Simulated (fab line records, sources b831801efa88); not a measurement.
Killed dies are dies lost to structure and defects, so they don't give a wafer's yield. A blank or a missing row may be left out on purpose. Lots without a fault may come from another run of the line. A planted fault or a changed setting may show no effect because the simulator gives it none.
Which tool did it? | flow gf180mcu | 14 lots, 42 wafers sampled, at 5 steps of a route of 602

WHAT THE GAUGES READ, wafer by wafer
GF_HV_LDD_OVL_MEAS_08. Usual: HV_LDD_OVL -0.8 nm, standard deviation 1.6.
lot  | measured     | on         | HV_LDD_OVL (nm) | flag
L315 | day 9 20:27  | overlay-02 | -1.4 -1.8 -3.1  |
L316 | day 10 01:50 | overlay-02 | -4.1 -2.5 -2.1  |
L317 | day 10 13:07 | overlay-01 | 1.5 -0.8 -0.8   |
L321 | day 11 19:45 | overlay-02 | -0.4 0.5 1.1    |
L322 | day 12 02:52 | overlay-02 | -3.3 -1.5 -1.9  |
L323 | day 12 18:53 | overlay-01 | -4.1 -3.5 -2.2  |
L324 | day 13 12:05 | overlay-01 | -2.9 -0.5 -1.7  |
L327 | day 13 20:41 | overlay-02 | -0.1 0.8 -0.7   |
L326 | day 14 02:52 | overlay-02 | 1.1 0.2 2.3     |
L333 | day 15 14:38 | overlay-02 | -0.9 -0.8 0.7   |
L334 | day 15 20:23 | overlay-02 | -1.0 -2.4 -1.5  |
L336 | day 16 14:52 | overlay-01 | -2.2 -2.2 -1.2  |
L337 | day 16 23:08 | overlay-02 | -0.2 0.9 1.7    |
L338 | day 17 05:40 | overlay-02 | 1.5 0.2 1.3     |

GF_HV_LDD_THK_MEAS_55. Usual: HV_LDD_CVD_54_THK 10.05 nm, standard deviation 0.13.
lot  | measured     | on            | HV_LDD_CVD_54_THK (nm) | flag
L315 | day 12 06:26 | film_metro-03 | 10.03 10.06 10.11      |
L316 | day 12 11:35 | film_metro-04 | 9.94 10.02 9.97        |
L317 | day 13 00:22 | film_metro-04 | 9.95 9.94 10.00        |
L321 | day 14 11:40 | film_metro-04 | 10.05 10.18 10.14      |
L322 | day 14 18:59 | film_metro-03 | 10.22 10.10 10.28      |
L323 | day 15 12:03 | film_metro-01 | 10.10 10.16 9.96       |
L324 | day 16 06:26 | film_metro-01 | 10.21 10.21 10.08      |
L327 | day 16 16:11 | film_metro-01 | 10.08 10.05 10.08      |
L326 | day 16 22:32 | film_metro-03 | 10.29 10.39 10.19      |
L333 | day 18 14:23 | film_metro-03 | 10.17 10.29 10.10      |
L334 | day 18 19:56 | film_metro-03 | 10.01 9.93 10.00       |
L336 | day 19 17:53 | film_metro-01 | 9.97 10.11 10.08       |
L337 | day 20 02:17 | film_metro-01 | 9.91 10.10 10.08       |
L338 | day 20 07:31 | film_metro-01 | 10.02 10.08 9.93       |

GF_NSD_CD_MEAS_07: target cd 400 nm. Usual: cd_nm 399.5 nm, standard deviation 2.3.
lot  | measured     | on        | cd_nm (nm)        | flag
L315 | day 13 04:47 | cd_sem-01 | 397.5 395.6 395.3 |
L316 | day 13 09:13 | cd_sem-01 | 400.2 402.1 402.2 |
L317 | day 13 22:07 | cd_sem-01 | 400.5 400.3 399.2 |
L321 | day 15 09:59 | cd_sem-01 | 395.7 397.1 398.6 |
L322 | day 15 18:38 | cd_sem-01 | 405.8 404.2 406.6 |
L323 | day 16 10:59 | cd_sem-02 | 400.7 399.3 400.8 |
L324 | day 17 06:51 | cd_sem-02 | 403.8 402.9 404.0 |
L327 | day 17 16:22 | cd_sem-02 | 403.2 403.2 401.2 |
L326 | day 18 00:16 | cd_sem-02 | 399.4 397.5 396.6 |
L333 | day 19 16:34 | cd_sem-01 | 396.4 398.7 398.1 |
L334 | day 19 21:37 | cd_sem-02 | 403.5 400.6 401.8 |
L336 | day 20 19:19 | cd_sem-01 | 383.9 384.5 384.3 | OFF
L337 | day 21 03:59 | cd_sem-01 | 386.9 384.5 386.4 | OFF
L338 | day 21 08:57 | cd_sem-01 | 397.0 396.9 397.2 |

GF_PSD_RS_MEAS_14: measures by four-point-probe. Usual: NSD_RS 46.13 ohm/sq, standard deviation 0.077.
lot  | measured     | on            | NSD_RS (ohm/sq)   | flag
L315 | day 14 01:44 | film_metro-01 | 45.97 45.98 45.96 |
L316 | day 14 07:00 | film_metro-03 | 46.10 46.09 46.10 |
L317 | day 14 20:12 | film_metro-03 | 46.32 46.23 46.34 |
L321 | day 16 08:48 | film_metro-03 | 46.10 46.09 46.14 |
L322 | day 16 16:49 | film_metro-03 | 46.10 46.09 46.20 |
L323 | day 17 10:13 | film_metro-01 | 46.15 46.14 46.07 |
L324 | day 18 06:54 | film_metro-02 | 46.08 46.10 46.06 |
L327 | day 18 16:56 | film_metro-01 | 46.04 46.04 46.14 |
L326 | day 19 01:34 | film_metro-01 | 46.10 46.05 46.16 |
L333 | day 20 17:47 | film_metro-01 | 46.16 46.07 46.13 |
L334 | day 20 22:58 | film_metro-01 | 46.14 46.09 46.11 |
L336 | day 21 20:23 | film_metro-03 | 46.18 46.22 46.23 |
L337 | day 22 03:52 | film_metro-02 | 46.09 46.10 46.12 |
L338 | day 22 09:04 | film_metro-01 | 46.08 46.16 46.22 |

WHICH TOOL RAN EACH LOT (tool, then ch and the chambers of the sampled wafers, then the start)
lot  | GF_NSD_EXPOSE_04
L315 | iline_stepper-02 ch 0, day 12 19:17
L316 | iline_stepper-02 ch 0, day 12 22:49
L317 | iline_stepper-01 ch 0, day 13 12:41
L321 | iline_stepper-02 ch 0, day 14 23:32
L322 | iline_stepper-02 ch 0, day 15 08:04
L323 | iline_stepper-02 ch 0, day 16 00:08
L324 | iline_stepper-01 ch 0, day 16 19:26
L327 | iline_stepper-01 ch 0, day 17 05:22
L326 | iline_stepper-02 ch 0, day 17 12:59
L333 | iline_stepper-01 ch 0, day 19 04:15
L334 | iline_stepper-02 ch 0, day 19 09:23
L336 | iline_stepper-02 ch 0, day 20 07:32
L337 | iline_stepper-02 ch 0, day 20 16:14
L338 | iline_stepper-01 ch 0, day 20 21:17
- GF_NSD_EXPOSE_04: exposes mask Nplus, target cd 400 nm.

WHAT THE TOOLS THEMSELVES READ (means of the sampled wafers that have a number; where no wafer has one, the mark that the record gives instead)
GF_NSD_EXPOSE_04. Usual: exposure_dose_mJ_cm2 139.96, standard deviation 0.13.
lot  | tool             | exposure_dose_mJ_cm2 | flag
L315 | iline_stepper-02 | 139.91               |
L316 | iline_stepper-02 | 140.12               |
L317 | iline_stepper-01 | 139.88               |
L321 | iline_stepper-02 | 140.07               |
L322 | iline_stepper-02 | 139.87               |
L323 | iline_stepper-02 | 139.91               |
L324 | iline_stepper-01 | 139.99               |
L327 | iline_stepper-01 | 140.01               |
L326 | iline_stepper-02 | 139.92               |
L333 | iline_stepper-01 | 139.95               |
L334 | iline_stepper-02 | 140.00               |
L336 | iline_stepper-02 | 133.62               | OFF
L337 | iline_stepper-02 | 133.45               | OFF
L338 | iline_stepper-01 | 140.00               |

THE ANSWER, worked out from the rows above alone
Rule: a lot is off if the mean of its wafers that have a number lies more than 3 standard deviations from the usual mean. A lot without any number at a reading at which 4 lots or more have one is off too. The other lots that the step has rows for count as sound. The gauges are gone through in route order, then the tools' own readings, and for those a lot's mean is taken as printed above. The first step at which some lot is off is used, and at that step the reading that is off furthest; a lot without a number counts as furthest.
Off: L336, L337, at GF_NSD_CD_MEAS_07 (cd_nm).
A tool fits if, at a process step before that reading, it ran every lot that is off, and no sound lot after the first of them. The gauges at GF_NSD_CD_MEAS_07 aren't tried: what is off there is off at GF_NSD_EXPOSE_04 too, on other tools, and a gauge's error can't cause that. One fits: iline_stepper-02 at GF_NSD_EXPOSE_04. Its last sound lot is L334 (day 19 09:23), its first lot that is off L336 (day 20 07:32): a fault that began between those two fits.
The tool's own readings at GF_NSD_EXPOSE_04 bear it out: on the lots that are off they differ by more than 5 times the standard deviation of the sound lots' means. exposure_dose_mJ_cm2 reads 133.53 there against 139.97 on the sound lots.

WHAT THE SIMULATOR HAD PUT IN
Process parameter drift: iline_stepper-02, from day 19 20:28 on, at GF_NSD_EXPOSE_04. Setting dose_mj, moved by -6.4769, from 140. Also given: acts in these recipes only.
Lots struck among those shown: L336, L337. The rule above found the same.
